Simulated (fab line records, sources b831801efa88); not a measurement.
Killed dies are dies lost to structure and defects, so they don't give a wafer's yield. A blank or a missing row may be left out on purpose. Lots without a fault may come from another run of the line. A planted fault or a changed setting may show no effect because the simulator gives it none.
Chamber matching | flow sky130 | SKY_VIA2_CMP_24 on cmp-01: 4 sister chambers
The step polishes, stops on SiO2, t overpolish 20 s, target thk 0 nm. 8 wafers are shown with their chamber, then 9 later ones without.

WAFERS WITH THEIR CHAMBER
wafer  | chamber | motor_current_A (A) | time_to_endpoint_s (s)
L084.1 | 0       | 9.0                 | 101
L084.5 | 3       | 11.0                | 104
L090.1 | 2       | 11.0                | 103
L090.2 | 3       | 11.0                | 105
L090.3 | 1       | 11.2                | 103
L092.3 | 1       | 11.2                | 101
L092.4 | 0       | 9.0                 | 101
L092.5 | 2       | 11.6                | 101

WAFERS WITHOUT THEIR CHAMBER
wafer  | motor_current_A (A) | time_to_endpoint_s (s)
L091.4 | 11.1                | 108
L091.5 | 9.5                 | 102
L091.6 | 11.4                | 108
L095.1 | 12.0                | 101
L095.4 | 11.8                | 103
L095.6 | 11.7                | 103
L097.1 | 11.7                | 105
L097.3 | 11.7                | 104
L097.5 | 9.5                 | 99

WHICH CHAMBER EACH WENT THROUGH
wafer  | from the rows above          | in truth
L091.4 | 3                            | 3
L091.5 | 0                            | 0
L091.6 | can't be placed: 3 or 2 or 1 | 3
L095.1 | can't be placed: 2 or 1      | 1
L095.4 | can't be placed: 2 or 1 or 3 | 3
L095.6 | can't be placed: 2 or 1 or 3 | 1
L097.1 | can't be placed: 3 or 2 or 1 | 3
L097.3 | can't be placed: 2 or 1 or 3 | 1
L097.5 | 0                            | 0
Placed correctly: 3 of 9. Can't be placed from these rows: 6 (the true chamber is among the candidates in 6). Placed wrongly: 0.
How it was worked out, from the rows above alone: a wafer's distance from a chamber is the root of the sum, over the readings, of the square of ((its reading less the chamber's mean) divided by the reading's scatter). The wafer belongs to the nearest chamber; if the next one is less than 2 further off, it can't be placed. A chamber's mean is the mean of its shown wafers. The scatter: the root of (the sum of the squares of (reading less its chamber's mean) over the shown wafers, divided by (wafers less chambers)).
